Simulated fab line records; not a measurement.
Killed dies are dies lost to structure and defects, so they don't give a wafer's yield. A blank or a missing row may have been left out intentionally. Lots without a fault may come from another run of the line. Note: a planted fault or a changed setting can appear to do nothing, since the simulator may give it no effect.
A lot that was struck, set against a sound lot / flow sky130 / 17 out of 708 route steps
Sound: these wafers, L346.2, L346.4, L346.6. Wafers L348.2, L348.3, L348.5 were the ones struck. The cause is given at the end.
Order at every step that has rows: each side's tool, ch and its chambers, its first start. Under that, the readings that differ: sound wafers / struck wafers / difference of the means / sigmas: that difference in standard deviations of wafers without a fault.
alike: readings whose means differ by less than 2 such deviations, and words and numbers that are the same on both sides. not compared: withheld readings, readings that some wafer has no value for, bounds like >300 that may hide the same value, and numbers for which the record gives no deviation and whose values overlap.
A row with sigmas, a row that says differs or no value, or rows on one side alone: a step with any of these is where the two part. When numbers do not overlap yet have no deviation, they are printed without sigmas and do not part them. A reading missing from all wafers of one side parts the sides only when that side holds two or more wafers.

SKY_FIELD_ISO_THK_MEAS_02:
  sound: film metro-04 at day 3 09:40; struck: film metro-01 at day 3 18:38
reading=FIELD_ISO_OXIDATION_00_THK (nm); sound=11.42 11.68 11.56; struck=12.34 12.13 12.43; difference=+0.75; sigmas=+3
then, 1 step without rows for these wafers: SKY_FIELD_ISO_CVD_03 (deposits Si3N4 from DCS/NH3, target thk 165 nm, time 2830 s).
SKY_FIELD_ISO_THK_MEAS_04:
  sound: film metro-01 at day 3 20:49; struck: film metro-04 at day 3 20:51
  alike: FIELD_ISO_CVD_03_THK
then, 8 steps without rows for these wafers: SKY_FIELD_ISO_DEHYDRATE_05 (time 60 s); SKY_FIELD_ISO_HMDS_06 (prime time 60 s); SKY_FIELD_ISO_COAT_07 (resist thk 60 nm); SKY_FIELD_ISO_COAT_08 (resist thk 450 nm); SKY_FIELD_ISO_SOFTBAKE_09 (time 90 s); SKY_FIELD_ISO_EXPOSE_10 (exposes mask FOM, target cd 150 nm); SKY_FIELD_ISO_PEB_11; SKY_FIELD_ISO_DEVELOP_12 (develop time 60 s).
SKY_FIELD_ISO_CD_MEAS_13 targets a cd of 150 nm.
  sound: cd sem-01 at day 4 13:44; struck: cd sem-02 at day 4 13:47
  alike: cd nm
SKY_FIELD_ISO_ETCH_14: etches BARC in N2/H2, stops on SiO2, time 45.9 s, target depth 60 nm.
  sound on rie diel-01 ch 0,1,2, day 4 13:50; struck on rie diel-03 ch 0,1,3, day 4 13:53
reading=oes product au (a.u.); sound=0.851 0.856 0.861; struck=1.004 1.014 1.005; difference=+0.152; sigmas=+30
reading=run length s (s); sound=73.1 74.1 74.0; struck=49.5 50.5 50.2; difference=-23.7; sigmas=-50
reading=model.etch.depth nm (nm); sound=59.99 59.96 59.96; struck=37.28 37.61 37.01; difference=-22.67; sigmas=
reading=model.KrF-thick_of_FIELD_ISO_COAT_08.thk nm (nm); sound=391 391.7 390.6; struck=416.4 416.2 415.5; difference=+24.9; sigmas=
reading=model.FIELD_ISO.cd nm (nm); sound=151.5 151.2 152.2; struck=154 153.8 153.8; difference=+2; sigmas=
  alike: drypump motor current A, throttle valve pct
  not compared: rf hours counter h
SKY_FIELD_ISO_ETCH_15: etches the open film in CHF3/O2, stops on Si, target depth 180 nm, time 72 s.
  sound on rie diel-01 ch 0,1,2, day 4 13:52; struck on rie diel-03 ch 0,1,3, day 4 13:56
reading=oes product au (a.u.); sound=0.959 0.953 0.957; struck=0.372 0.372 0.376; difference=-0.583; sigmas=-93
reading=throttle valve pct (%); sound=8.849 8.857 8.856; struck=8.684 8.688 8.678; difference=-0.171; sigmas=-20
reading=model.KrF-thick_of_FIELD_ISO_COAT_08.thk nm (nm); sound=238.8 235.4 233.4; struck=260.3 260.6 259.7; difference=+24.3; sigmas=
  alike: drypump motor current A, run length s
  not compared: rf hours counter h
SKY_FIELD_ISO_STRIP_16: strips in O2/N2.
  sound on plasma asher-04 ch 0,1, day 4 13:56; struck on plasma asher-01 ch 0,1, day 4 13:59
reading=drypump motor current A (A); sound=4.7 5.2 4.7; struck=6.0 5.4 6.0; difference=+0.9; sigmas=+2
reading=oes product au (a.u.); sound=0.377 0.380 0.371; struck=0.391 0.389 0.388; difference=+0.013; sigmas=+3
reading=strip time to endpoint s (s); sound=3.59 3.53 3.52; struck=3.78 3.81 3.79; difference=+0.25; sigmas=+7
  not compared: rf hours counter h
SKY_FIELD_ISO_ETCH_17: etches Si in HBr/Cl2/O2, target depth 342 nm, time 97.7 s.
  sound on rie si-01 ch 0,3, day 4 14:02; struck on rie si-02 ch 0,1,3, day 4 14:05
reading=model.FIELD_ISO.cd nm (nm); sound=149.8 151.8 151.7; struck=154.5 153.9 155.9; difference=+3.7; sigmas=
  alike: drypump motor current A, oes product au, run length s, throttle valve pct
  not compared: rf hours counter h
then, 1 step without rows for these wafers: SKY_FIELD_ISO_WET_ETCH_18 (etches Si3N4 in H3PO4, target depth 25 nm, time 286 s).

WHERE THEY PART
At SKY_FIELD_ISO_THK_MEAS_02 first; at SKY_FIELD_ISO_STRIP_16 last (within this record only). Later steps at which nothing parts them and some readings are alike: SKY_FIELD_ISO_ETCH_17.

WHY: what the simulator had put in
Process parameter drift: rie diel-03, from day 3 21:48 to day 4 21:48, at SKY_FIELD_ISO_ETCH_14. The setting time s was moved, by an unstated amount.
